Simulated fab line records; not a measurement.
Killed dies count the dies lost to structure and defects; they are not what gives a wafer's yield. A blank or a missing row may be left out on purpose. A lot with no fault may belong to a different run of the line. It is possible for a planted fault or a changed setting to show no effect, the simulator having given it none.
Which tool is to blame?    flow sky130    11 lots, 30 wafers sampled, at 2 steps of a route of 708

== WHAT THE GAUGES READ, wafer by wafer ==
SKY_VIA4_RS_MEAS_19: a four-point-probe measurement.
lot   measured      on             VIA4_W_RS (ohm/sq)
L566  day 43 07:46  film metro-04  0.2264 0.2285 0.2290
L570  day 44 19:08  film metro-04  0.2276 0.2277 0.2245
L571  day 44 22:22  film metro-04  0.2319 0.2292 0.2332
L569  day 45 00:52  film metro-03  0.2254 0.2273 0.2303
L572  day 45 08:50  film metro-04  0.2238 0.2238 0.2234
L574  day 46 02:52  film metro-03  0.2273 0.2254 0.2292
L576  day 46 10:59  film metro-03  0.2247 0.2260 0.2278
L579  day 46 22:04  film metro-01  0.5423 0.2308
L582  day 47 10:22  film metro-03  0.5342 0.2277
L583  day 47 23:34  film metro-04  0.5377 0.2298
L586  day 48 13:17  film metro-01  0.2278 0.2274 0.2277

== EACH LOT AND THE TOOL THAT RAN IT (in order: tool; ch and the chambers of the sampled wafers; start) ==
lot   SKY_VIA4_CVD_18
L566  cvd w-02 ch 0,1, day 43 07:37
L570  cvd w-01 ch 0,1, day 44 18:58
L571  cvd w-01 ch 0,1, day 44 22:13
L569  cvd w-02 ch 0,1, day 45 00:43
L572  cvd w-02 ch 0,1, day 45 08:41
L574  cvd w-01 ch 0,1, day 46 02:41
L576  cvd w-02 ch 0,1, day 46 10:49
L579  cvd w-02 ch 1, day 46 21:54
L582  cvd w-02 ch 0,1, day 47 10:11
L583  cvd w-02 ch 1, day 47 23:24
L586  cvd w-01 ch 0,1, day 48 13:07
- SKY_VIA4_CVD_18: deposits W, target thk 505 nm, time 152.14 s.

== THE ANSWER, worked out from the rows above alone ==
Rule: the lots themselves supply what counts as usual. The widest of any qualifying gaps counts: lots, ordered by their means at a reading, are off when they make up no more than a third of the lots, leave a main group of 4 or more, and stand apart from it by 3 or more times the standard deviation of that group's means. A main group is skipped when, at the precision printed for the reading in the tables above, its means are all equal. A lot without any number at a reading at which 4 lots or more have one is off too. Any other lot the step has rows for is counted as sound.
Off: L579, L582, L583, seen at SKY_VIA4_RS_MEAS_19 (VIA4_W_RS). The main group has a mean of 0.2273 ohm/sq with a standard deviation of 0.002.
If a tool, at a process step before that reading, ran all the lots that are off and no sound lot after the first of them, it fits. Gauges at SKY_VIA4_RS_MEAS_19: tried the same way as those tools. One candidate fits, namely cvd w-02 at SKY_VIA4_CVD_18. Its last sound lot is L576 (day 46 10:49), its first lot that is off L579 (day 46 21:54): a fault that began between those two fits.

== WHAT WAS PUT IN BY THE SIMULATOR ==
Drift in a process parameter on cvd w-02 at SKY_VIA4_CVD_18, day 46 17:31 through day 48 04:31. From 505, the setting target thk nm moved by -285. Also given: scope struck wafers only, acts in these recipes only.
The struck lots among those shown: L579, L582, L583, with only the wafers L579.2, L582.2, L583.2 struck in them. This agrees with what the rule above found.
